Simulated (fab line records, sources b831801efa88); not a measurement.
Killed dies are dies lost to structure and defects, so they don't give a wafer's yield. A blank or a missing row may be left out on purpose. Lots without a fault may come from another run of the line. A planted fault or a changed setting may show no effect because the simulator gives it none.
fab line records | flow gf180mcu
record lots=24 wafers=72 last_day=34
route steps=602 shown STI@15 V1@339 V2@397 V4@481 TOP_METAL@581
lots that met no fault: from a run of the same line without faults
start_h: hours from the record's first day to the start of the lot's first wafer shown | wait_h: hours since the lot's step before | " the same as in the row above | L1.1+2: a row that stands for several wafers | - no value, or no start given | * or withheld: withheld | < > ~ a bound
route shown NAME@n: a module of which the file shows steps, and the number in the route of the first | usual: mean/standard deviation of fault-free wafers | same: alike in all rows | chamber/n: place in a boat | sites: the reading at each site | _std_site: their standard deviation | _edge_site: outer sites' mean less inner sites' | radius_mm: how far each site lies from the wafer's centre | mask NAME#n: copy n | behind: the tool/chamber that last shaped the wafer | hold: why the lot was held/for how many hours/how that ended | device: the transistor (n, p or np) that didn't switch | end of line: the same wafers' tests at the end of the route | a step without rows: its recipe alone | killed: dies lost to structure and defects at the first sort, not the wafer's yield | map: a wafer's dies, x killed, . not, _ none there
set.NAME: the setting as run; set.NAME@STEP: as run at that earlier step | model.NAME: the simulator's own value behind a step, which no gauge read
steps of the route over a sample of lots; a table a step, a row a wafer
services: from which hour (start_h, from the record's first day; less than 0 if before it) a tool's chamber was out of use, for how many hours, and why
## steps
# step GF_STI_ETCH_14
# recipe target=Si chemistry=HBr/Cl2/O2 target_depth_nm=360 icp_w=600 bias_w=150 pressure_mtorr=15 HBr_flow_sccm=150 Cl2_flow_sccm=40 O2_flow_sccm=6 time_s=102.9
# usual drypump_motor_current_A=5.9/0.38 oes_product_au=0.999/0.0082 throttle_valve_pct=25.657/0.012
# columns lot.wafer tool chamber start_h wait_h drypump_motor_current_A oes_product_au rf_hours_counter_h throttle_valve_pct
L074.4 rie_si-02 2 25.15 0.0 5.2 1.000 99 25.648
L074.5 " 1 " " 5.7 0.991 - 25.670
L074.6 " 2 " " 5.2 1.008 - 25.639
L075.4 rie_si-01 3 30.31 0.0 6.0 0.999 39 25.650
L075.5 " 2 " " 6.3 0.991 - 25.673
L075.6 " 1 " " 5.9 1.000 - 25.655
L076.3 rie_si-01 0 35.62 0.0 6.0 0.986 43 25.645
L076.5 " 1 " " 5.9 0.999 - 25.615
L076.6 " 2 " " 6.2 0.993 - 25.666
L077.4 rie_si-01 3 41.57 0.0 6.0 0.999 39 25.657
L077.5 " 0 " " 6.0 0.989 - 25.687
L077.6 " 1 " " 5.8 1.003 - 25.668
L078.1 rie_si-01 3 46.27 0.0 6.0 1.017 39 25.639
L078.2 " 0 " " 6.0 0.999 43 25.657
L078.3 " 1 " " 5.9 0.999 68 25.647
L079.2 rie_si-02 2 50.95 0.0 5.2 0.998 99 25.658
L079.4 " 1 " " 5.7 1.013 3 25.645
L079.5 " 2 " " 5.2 0.989 - 25.671
L080.1 rie_si-02 2 59.50 0.0 5.2 1.006 100 25.652
L080.3 " 3 " " 5.5 1.005 153 25.672
L080.4 " 3 " " 5.5 1.006 - 25.663
L081.1 rie_si-02 0 66.60 0.0 6.3 1.005 3 25.668
L081.4 " 2 " " 5.2 1.006 - 25.647
L081.6 " 0 " " 6.4 1.014 - 25.652
L082.2 rie_si-01 3 66.81 0.0 6.0 1.007 39 25.660
L082.4 " 2 " " 6.2 0.984 18 25.665
L082.5 " 3 " " 6.0 0.992 - 25.669
L083.3 rie_si-02 1 75.50 0.0 5.7 0.997 3 25.652
L083.4 " 2 " " 5.2 0.995 - 25.647
L083.5 " 0 " " 6.3 1.008 - 25.648
L084.2 rie_si-02 0 81.20 0.0 6.4 1.006 3 25.642
L084.4 " 0 " " 6.3 1.006 - 25.654
L084.6 " 1 " " 5.8 0.994 - 25.666
L085.3 rie_si-02 1 84.87 0.0 5.7 0.986 3 25.671
L085.4 " 2 " " 5.2 1.003 - 25.656
L085.5 " 1 " " 5.7 0.994 - 25.680
L086.1 rie_si-01 1 88.70 0.0 5.9 1.007 68 25.633
L086.4 " 2 " " 6.3 0.990 18 25.655
L086.5 " 1 " " 5.9 1.010 - 25.659
L087.4 rie_si-01 3 93.81 0.0 6.0 0.990 39 25.652
L087.5 " 2 " " 6.2 0.990 - 25.655
L087.6 " 3 " " 6.0 1.000 - 25.657
L088.1 rie_si-02 1 99.77 0.0 5.8 0.992 3 25.659
L088.2 " 3 " " 5.6 0.993 0 25.650
L088.4 " 2 " " 5.2 1.005 100 25.657
L089.2 rie_si-01 1 105.10 0.0 5.9 1.003 68 25.674
L089.4 " 3 " " 6.0 1.005 40 25.645
L089.5 " 2 " " 6.3 0.991 - 25.650
L090.2 rie_si-01 0 110.51 0.0 6.0 0.989 44 25.660
L090.4 " 1 " " 5.9 1.003 68 25.647
L090.6 " 2 " " 6.3 0.985 - 25.670
L091.1 rie_si-02 3 112.76 0.0 5.6 0.991 0 25.660
L091.2 " 0 " " 6.3 1.009 4 25.661
L091.6 " 2 " " 5.2 0.999 - 25.670
L092.1 rie_si-02 1 118.37 0.0 5.7 0.983 3 25.669
L092.4 " 3 " " 5.5 0.992 0 25.658
L092.5 " 3 " " 5.5 0.992 - 25.656
L093.4 rie_si-01 3 124.17 0.0 6.0 0.993 40 25.663
L093.5 " 0 " " 6.0 0.988 - 25.662
L093.6 " 3 " " 6.0 1.001 - 25.659
L094.2 rie_si-01 0 128.96 0.0 6.0 0.997 44 25.656
L094.4 " 2 " " 6.3 0.978 19 25.657
L094.5 " 0 " " 6.0 0.987 - 25.659
L095.1 rie_si-02 0 134.16 0.0 6.3 1.000 4 25.658
L095.4 " 1 " " 5.8 0.998 3 25.658
L095.6 " 3 " " 5.6 1.002 - 25.651
L096.2 rie_si-02 0 139.80 0.0 6.3 0.993 4 25.641
L096.4 " 2 " " 5.2 0.998 100 25.654
L096.6 " 1 " " 5.7 0.989 - 25.667
L097.1 rie_si-02 2 145.57 0.0 5.2 1.015 100 25.668
L097.2 " 0 " " 6.4 1.005 4 25.641
L097.5 " 0 " " 6.3 1.012 - 25.657
# step GF_V1_CMP_04
# recipe material=SiO2 down_force_psi=4 platen_rpm=60 pad_velocity_m_s=0.94248
# usual head_pressure_psi=4.001/0.0076 motor_current_A=12.2/1.3 time_to_endpoint_s=82/5.6
# columns lot.wafer tool chamber start_h wait_h head_pressure_psi motor_current_A time_to_endpoint_s
L074.4 cmp-02 2 380.50 0.0 3.993 12.1 85
L074.5 " 2 " " 3.996 12.4 90
L074.6 " 3 " " 4.005 12.3 80
L075.4 cmp-02 2 386.50 0.0 3.998 13.1 89
L075.6 " 2 " " 3.983 11.9 89
L075.5 " 3 " " 3.990 13.1 79
L076.3 cmp-01 0 396.38 0.1 4.008 12.9 73
L076.5 " 3 " " 4.001 11.1 81
L076.6 " 0 " " 3.994 12.3 81
L078.2 cmp-02 3 423.82 0.0 3.997 12.4 82
L078.1 " 1 " " 4.016 15.2 84
L078.3 " 2 " " 3.994 13.1 82
L077.4 cmp-02 2 430.33 0.2 4.008 12.7 89
L077.5 " 3 " " 3.980 12.5 85
L077.6 " 0 " " 3.987 10.6 83
L079.4 cmp-01 1 444.98 0.1 4.002 12.1 79
L079.2 " 2 " " 3.992 10.5 74
L079.5 " 3 " " 3.998 11.9 80
L080.4 cmp-02 3 458.75 0.0 3.997 13.1 85
L080.1 " 1 " " 3.998 14.6 82
L080.3 " 2 " " 4.006 12.9 81
L082.2 cmp-01 0 470.00 0.1 4.007 12.2 75
L082.4 " 1 " " 4.007 12.1 80
L082.5 " 3 " " 4.002 10.9 81
L081.4 cmp-02 3 472.50 0.0 3.998 13.1 77
L081.1 " 1 " " 4.000 15.4 78
L081.6 " 3 " " 3.998 12.7 78
L083.4 cmp-02 1 488.17 0.0 4.013 14.7 77
L083.3 " 3 " " 3.999 12.9 70
L083.5 " 1 " " 4.011 14.4 86
L084.4 cmp-01 1 492.48 0.1 3.996 12.3 82
L084.2 " 2 " " 4.002 10.9 79
L084.6 " 3 " " 4.010 11.3 85
L085.4 cmp-01 3 494.44 0.1 4.003 11.1 82
L085.3 " 1 " " 4.007 11.6 82
L085.5 " 2 " " 4.012 10.8 87
L086.4 cmp-01 3 502.87 0.1 3.990 11.5 82
L086.1 " 0 " " 4.020 13.6 84
L086.5 " 2 " " 3.998 10.4 88
L087.4 cmp-02 2 506.33 0.1 3.986 12.3 95
L087.5 " 1 " " 4.004 14.9 92
L087.6 " 2 " " 4.002 12.1 88
L088.1 cmp-02 0 515.40 0.1 4.010 10.5 81
L088.4 " 1 " " 3.990 14.4 84
L088.2 " 2 " " 4.003 13.0 83
L089.4 cmp-01 0 529.56 0.1 4.001 13.0 87
L089.2 " 1 " " 4.001 11.6 85
L089.5 " 3 " " 3.998 11.5 83
L090.4 cmp-01 3 536.43 0.0 4.014 11.3 69
L090.2 " 0 " " 4.001 12.4 72
L090.6 " 3 " " 3.998 10.6 77
L091.2 cmp-02 2 537.01 0.1 3.999 12.0 91
L091.1 " 3 " " 3.998 13.0 81
L091.6 " 0 " " 3.996 10.7 92
L092.1 cmp-01 0 546.11 0.1 4.005 12.3 77
L092.4 " 1 " " 4.001 11.8 81
L092.5 " 3 " " 4.004 10.8 80
L093.4 cmp-01 2 554.14 0.0 4.007 11.5 81
L093.5 " 2 " " 4.006 10.4 87
L093.6 " 3 " " 3.994 10.9 87
L094.2 cmp-02 1 563.40 0.0 4.010 14.5 79
L094.4 " 3 " " 4.000 12.4 84
L094.5 " 2 " " 4.002 12.9 87
L095.1 cmp-02 2 565.37 0.1 3.992 12.9 75
L095.4 " 1 " " 3.994 14.0 86
L095.6 " 2 " " 3.993 12.2 86
L096.2 cmp-02 1 573.83 0.0 4.002 14.9 91
L096.4 " 0 " " 3.995 10.3 86
L096.6 " 1 " " 4.001 15.5 96
L097.1 cmp-02 2 581.62 0.1 4.005 12.3 83
L097.2 " 3 " " 4.010 12.6 80
L097.5 " 1 " " 4.001 14.7 97
# step GF_V1_OVL_MEAS_15
# usual V1_OVL=1/6.2
# columns lot.wafer tool chamber start_h wait_h V1_OVL[nm]
L074.4 overlay-01 - 403.90 0.1 -2
L074.5 " - " " 3
L074.6 " - " " 6
L075.4 overlay-02 - 409.99 0.1 -2
L075.5 " - " " -4
L075.6 " - " " -5
L076.3 overlay-02 - 419.75 0.1 3
L076.5 " - " " 7
L076.6 " - " " -1
L078.1 overlay-01 - 448.89 0.1 -13
L078.2 " - " " -13
L078.3 " - " " -11
L077.4 overlay-02 - 454.90 0.1 2
L077.5 " - " " -3
L077.6 " - " " 5
L079.2 overlay-01 - 469.33 0.1 13
L079.4 " - " " 5
L079.5 " - " " 6
L080.1 overlay-02 - 483.22 0.1 7
L080.3 " - " " 6
L080.4 " - " " 0
L082.2 overlay-01 - 493.89 0.1 -2
L082.4 " - " " 8
L082.5 " - " " -3
L081.1 overlay-01 - 497.10 0.1 8
L081.4 " - " " 11
L081.6 " - " " 8
L083.3 overlay-02 - 512.30 0.1 0
L083.4 " - " " 15
L083.5 " - " " -1
L084.2 overlay-02 - 516.47 0.1 1
L084.4 " - " " 1
L084.6 " - " " -1
L085.3 overlay-01 - 519.08 0.1 -1
L085.4 " - " " 1
L085.5 " - " " -5
L086.1 overlay-01 - 527.28 0.1 9
L086.4 " - " " 5
L086.5 " - " " 6
L087.4 overlay-02 - 530.60 0.1 -3
L087.5 " - " " -6
L087.6 " - " " -6
L088.1 overlay-02 - 538.53 0.1 -7
L088.2 " - " " -4
L088.4 " - " " -3
L089.2 overlay-01 - 550.73 0.1 12
L089.4 " - " " 9
L089.5 " - " " 10
L090.2 overlay-02 - 559.57 0.1 0
L090.4 " - " " 1
L090.6 " - " " 0
L091.1 overlay-01 - 560.18 0.1 8
L091.2 " - " " -4
L091.6 " - " " 2
L092.1 overlay-02 - 569.12 0.1 4
L092.4 " - " " -4
L092.5 " - " " 1
L093.4 overlay-01 - 576.93 0.1 -6
L093.5 " - " " -3
L093.6 " - " " 1
L094.2 overlay-01 - 585.77 0.1 -8
L094.4 " - " " -14
L094.5 " - " " -1
L095.1 overlay-01 - 586.77 0.1 -2
L095.4 " - " " -7
L095.6 " - " " -5
L096.2 overlay-01 - 595.57 0.1 7
L096.4 " - " " 3
L096.6 " - " " 10
L097.1 overlay-01 - 602.68 0.1 2
L097.2 " - " " -1
L097.5 " - " " 6
# step GF_V2_OVL_MEAS_15
# usual V2_OVL=-2/4.7
# columns lot.wafer tool chamber start_h wait_h V2_OVL[nm]
L074.4 overlay-01 - 456.04 0.1 2
L074.5 " - " " 1
L074.6 " - " " 0
L075.4 overlay-02 - 460.63 0.1 2
L075.5 " - " " 4
L075.6 " - " " 8
L076.3 overlay-01 - 470.38 0.1 -4
L076.5 " - " " -5
L076.6 " - " " -3
L078.1 overlay-01 - 499.68 0.1 -7
L078.2 " - " " 3
L078.3 " - " " 2
L077.4 overlay-02 - 506.09 0.1 -2
L077.5 " - " " -4
L077.6 " - " " -7
L079.2 overlay-02 - 520.42 0.1 -5
L079.4 " - " " -13
L079.5 " - " " -5
L080.1 overlay-02 - 533.48 0.1 -4
L080.3 " - " " -1
L080.4 " - " " 5
L082.2 overlay-02 - 543.32 0.1 4
L082.4 " - " " 0
L082.5 " - " " 9
L081.1 overlay-01 - 546.67 0.1 4
L081.4 " - " " 4
L081.6 " - " " 0
L083.3 overlay-02 - 561.43 0.1 0
L083.4 " - " " -1
L083.5 " - " " -2
L084.2 overlay-02 - 564.37 0.1 0
L084.4 " - " " -3
L084.6 " - " " 1
L085.3 overlay-02 - 566.78 0.1 3
L085.4 " - " " 1
L085.5 " - " " 1
L086.1 overlay-01 - 574.07 0.1 -4
L086.4 " - " " -2
L086.5 " - " " 8
L087.4 overlay-01 - 578.19 0.1 0
L087.5 " - " " 1
L087.6 " - " " -2
L088.1 overlay-01 - 584.81 0.1 -1
L088.2 " - " " 0
L088.4 " - " " -6
L089.2 overlay-01 - 596.97 0.1 -4
L089.4 " - " " -2
L089.5 " - " " 4
L090.2 overlay-01 - 604.98 0.1 -9
L090.4 " - " " -5
L090.6 " - " " -1
L091.1 overlay-01 - 605.92 0.1 -4
L091.2 " - " " -1
L091.6 " - " " 0
L092.1 overlay-02 - 614.22 0.1 10
L092.4 " - " " 6
L092.5 " - " " -3
L093.4 overlay-02 - 620.68 0.1 -1
L093.5 " - " " -6
L093.6 " - " " -6
L094.2 overlay-01 - 630.27 0.1 -9
L094.4 " - " " -7
L094.5 " - " " -6
L095.1 overlay-02 - 630.96 0.1 -6
L095.4 " - " " -7
L095.6 " - " " -5
L096.2 overlay-02 - 639.03 0.1 -6
L096.4 " - " " -8
L096.6 " - " " -8
L097.1 overlay-02 - 646.77 0.1 -9
L097.2 " - " " -4
L097.5 " - " " 3
# step GF_V4_BOW_MEAS_05
# recipe mode=bow
# usual V4_BOW=133/9.1
# columns lot.wafer tool chamber start_h wait_h V4_BOW[um]
L074.4 film_metro-01 - 533.03 0.2 126
L074.5 " - " " 136
L074.6 " - " " 131
L075.4 film_metro-04 - 538.21 0.2 138
L075.5 " - " " 137
L075.6 " - " " 137
L076.3 film_metro-03 - 548.18 0.3 140
L076.5 " - " " 138
L076.6 " - " " 140
L078.1 film_metro-01 - 573.73 0.1 147
L078.2 " - " " 138
L078.3 " - " " 138
L077.4 film_metro-03 - 579.86 0.3 147
L077.5 " - " " 146
L077.6 " - " " 143
L079.2 film_metro-01 - 592.62 0.2 145
L079.4 " - " " 144
L079.5 " - " " 140
L080.1 film_metro-04 - 604.72 0.1 113
L080.3 " - " " 132
L080.4 " - " " 112
L082.2 film_metro-03 - 614.38 0.1 125
L082.4 " - " " 126
L082.5 " - " " 139
L081.1 film_metro-01 - 617.08 0.1 128
L081.4 " - " " 129
L081.6 " - " " 126
L083.3 film_metro-01 - 630.07 0.2 134
L083.4 " - " " 137
L083.5 " - " " 124
L084.2 film_metro-03 - 632.11 0.3 124
L084.4 " - " " 131
L084.6 " - " " 132
L085.3 film_metro-03 - 634.56 0.2 142
L085.4 " - " " 118
L085.5 " - " " 120
L086.1 film_metro-01 - 642.37 0.3 140
L086.4 " - " " 131
L086.5 " - " " 146
L087.4 film_metro-01 - 647.32 0.2 136
L087.5 " - " " 129
L087.6 " - " " 133
L088.1 film_metro-04 - 651.26 0.1 140
L088.2 " - " " 129
L088.4 " - " " 156
L089.2 film_metro-04 - 662.75 0.2 133
L089.4 " - " " 128
L089.5 " - " " 128
L090.2 film_metro-03 - 671.12 0.2 123
L090.4 " - " " 122
L090.6 " - " " 128
L091.1 film_metro-04 - 671.20 0.2 128
L091.2 " - " " 126
L091.6 " - " " 124
L092.1 film_metro-01 - 678.59 0.1 135
L092.4 " - " " 134
L092.5 " - " " 156
L093.4 film_metro-04 - 684.99 0.2 141
L093.5 " - " " 147
L093.6 " - " " 149
L094.2 film_metro-04 - 692.98 0.2 134
L094.4 " - " " 138
L094.5 " - " " 135
L095.1 film_metro-04 - 695.04 0.1 128
L095.4 " - " " 136
L095.6 " - " " 132
L096.2 film_metro-01 - 702.25 0.3 136
L096.4 " - " " 117
L096.6 " - " " 126
L097.1 film_metro-03 - 707.23 0.2 149
L097.2 " - " " 139
L097.5 " - " " 150
# step GF_TOP_METAL_CD_MEAS_14
# recipe target_cd_nm=440
# usual cd_nm=439.8/2.8
# columns lot.wafer tool chamber start_h wait_h cd_nm
L074.4 cd_sem-01 - 645.56 0.1 434.2
L074.5 " - " " 432.1
L074.6 " - " " 435.0
L075.4 cd_sem-02 - 648.51 0.1 440.3
L075.5 " - " " 441.2
L075.6 " - " " 439.8
L076.3 cd_sem-02 - 658.03 0.1 442.6
L076.5 " - " " 445.1
L076.6 " - " " 445.3
L078.1 cd_sem-01 - 679.35 0.1 436.1
L078.2 " - " " 433.4
L078.3 " - " " 434.8
L077.4 cd_sem-02 - 683.50 0.1 440.0
L077.5 " - " " 439.8
L077.6 " - " " 439.4
L079.2 cd_sem-02 - 697.05 0.2 442.2
L079.4 " - " " 440.8
L079.5 " - " " 443.3
L080.1 cd_sem-02 - 706.45 0.1 438.1
L080.3 " - " " 436.3
L080.4 " - " " 438.0
L082.2 cd_sem-02 - 714.51 0.1 437.5
L082.4 " - " " 436.7
L082.5 " - " " 437.8
L081.1 cd_sem-01 - 718.65 0.1 442.5
L081.4 " - " " 439.8
L081.6 " - " " 440.8
L083.3 cd_sem-02 - 728.58 0.1 439.3
L083.4 " - " " 438.6
L083.5 " - " " 437.9
L084.2 cd_sem-01 - 731.16 0.1 440.8
L084.4 " - " " 439.1
L084.6 " - " " 440.5
L085.3 cd_sem-02 - 734.09 0.1 441.2
L085.4 " - " " 440.1
L085.5 " - " " 442.2
L086.1 cd_sem-01 - 741.39 0.1 433.9
L086.4 " - " " 437.9
L086.5 " - " " 437.3
L087.4 cd_sem-01 - 745.21 0.1 442.5
L087.5 " - " " 442.0
L087.6 " - " " 444.2
L088.1 cd_sem-01 - 747.04 0.1 441.2
L088.2 " - " " 443.0
L088.4 " - " " 441.2
L089.2 cd_sem-02 - 758.94 0.1 442.1
L089.4 " - " " 439.7
L089.5 " - " " 441.7
L090.2 cd_sem-02 - 765.01 0.1 438.2
L090.4 " - " " 437.7
L090.6 " - " " 439.3
L091.1 cd_sem-01 - 765.29 0.1 437.1
L091.2 " - " " 436.8
L091.6 " - " " 435.3
L092.1 cd_sem-01 - 773.25 0.1 442.0
L092.4 " - " " 442.6
L092.5 " - " " 441.8
L093.4 cd_sem-02 - 777.79 0.1 440.1
L093.5 " - " " 440.7
L093.6 " - " " 442.8
L094.2 cd_sem-02 - 783.77 0.1 438.7
L094.4 " - " " 439.7
L094.5 " - " " 439.0
L095.1 cd_sem-02 - 785.81 0.2 442.4
L095.4 " - " " 442.3
L095.6 " - " " 443.1
L096.2 cd_sem-02 - 792.27 0.1 437.0
L096.4 " - " " 440.7
L096.6 " - " " 438.3
L097.1 cd_sem-02 - 796.25 0.1 439.4
L097.2 " - " " 440.2
L097.5 " - " " 441.2
## services
# columns tool chamber start_h hours kind
cmp-02 - 17.38 0.2 repair
cmp-02 - 20.79 3.2 pm
rie_si-02 1 56.55 18.1 repair
cmp-02 - 64.23 4.0 pm
cmp-02 - 74.07 1.7 repair
cmp-02 - 91.32 0.8 repair
cmp-02 - 133.42 3.4 repair
cmp-02 - 204.23 0.3 repair
cmp-02 - 275.11 0.3 repair
rie_si-02 1 304.66 1.1 repair
rie_si-02 - 326.28 2.8 pm
rie_si-02 3 341.32 2.7 repair
cmp-02 - 389.79 3.3 pm
rie_si-02 1 394.68 1.7 repair
rie_si-02 0 402.37 2.2 repair
cmp-02 - 404.23 4.0 pm
cmp-02 - 407.11 0.5 repair
rie_si-02 - 423.28 0.6 repair
cmp-02 - 428.32 0.6 repair
rie_si-02 3 454.94 5.3 repair
rie_si-02 - 520.68 0.4 repair
rie_si-02 - 529.79 0.5 repair
rie_si-02 2 543.96 2.9 repair
rie_si-02 - 552.81 28.1 pm
## key
fault none
